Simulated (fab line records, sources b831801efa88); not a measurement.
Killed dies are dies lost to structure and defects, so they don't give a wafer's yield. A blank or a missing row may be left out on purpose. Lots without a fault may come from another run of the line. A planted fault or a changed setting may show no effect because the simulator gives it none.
Problem report in the 8D (eight disciplines) form, filled by code | flow gf180mcu | the parts of the form that need people (team, actions taken, sign-off) are left out

1. THE PROBLEM
rf_fwd_power_W at GF_V3_CVD_02 reads a mean of 500.7 W on 4 wafers of 3 lots; wafers without a fault read 596.4 W with a standard deviation of 2.1. That is -46 standard deviations from the usual mean.
The step: deposits SiO2 from TEOS, target thk 850 nm, time 94.851 s.
First seen on wafer L589.2, day 27 02:22, on pecvd-01. The record holds 21 wafers of 7 lots with a number at this step. Rule for "out", or "out of limits": more than 4 standard deviations from the usual mean. The other wafers with a number count as sound.

2. WHAT IT IS AND WHAT IT IS NOT
question                    | is                             | is not
which readings at this step | rf_fwd_power_W                 | heater_power_w
which lots                  | L589, L591, L592               | L573, L578, L585, L593
which wafers of those lots  | L589.2, L591.1, L592.1, L592.5 | L589.1, L589.3, L591.2, L591.6, L592.2
read on which tools         | pecvd-01                       | pecvd-02, pecvd-03
when                        | from day 27 02:22              | up to then (11 sound wafers); but 6 sound wafers of L591, L592, L593 came after

3. SUSPECTS, AND WHAT RULES EACH OUT
Counting: a tool at a process step up to the reading stays a suspect if it ran every lot that is out. Sound lots after the first of them don't rule it out here, since some wafers of a struck lot are sound.
- pecvd-01 at GF_V3_CVD_02 (deposits SiO2 from TEOS, target thk 850 nm, time 94.851 s): kept. It ran every lot that is out, first L589 (day 27 02:22); its last sound lot up to then is L585 (day 25 19:05). Its own readings are out on those wafers: rf_fwd_power_W.
- Within pecvd-01 at GF_V3_CVD_02: the wafers that are out ran in chamber 1; their sound lot-mates ran in chambers 0, 2.
Left after counting: pecvd-01 at GF_V3_CVD_02.

4. THE CAUSE (what the simulator had put in)
Process parameter drift: pecvd-01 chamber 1, from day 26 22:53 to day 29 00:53, at GF_V3_CVD_02. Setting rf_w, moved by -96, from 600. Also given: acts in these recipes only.
Counting left only this tool.

5. THE CHAIN OF EFFECTS, in route order
Each row: a reading whose mean over the struck wafers that have a number lies more than 3 standard deviations from the usual. Only readings for which the record gives a usual standard deviation are gone through. hours: the time from each lot's start at the first step in this table that gives one to its start at this step, as a median over the lots. sigmas: the change in usual standard deviations.
hours | step         | reading        | usual   | on struck wafers | change | sigmas
0     | GF_V3_CVD_02 | rf_fwd_power_W | 596.4 W | 500.7            | -95.7  | -46
The process steps in it:
- GF_V3_CVD_02: deposits SiO2 from TEOS, target thk 850 nm, time 94.851 s.
Later measuring or inspecting steps at which every struck wafer that the step has a row for has a number for every such reading, and none has moved that far: GF_V3_THK_MEAS_03.

6. WHAT WOULD HAVE CAUGHT IT SOONER
In this record the first reading out of limits was taken at day 27 02:22, 3 hours after the fault began at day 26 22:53.
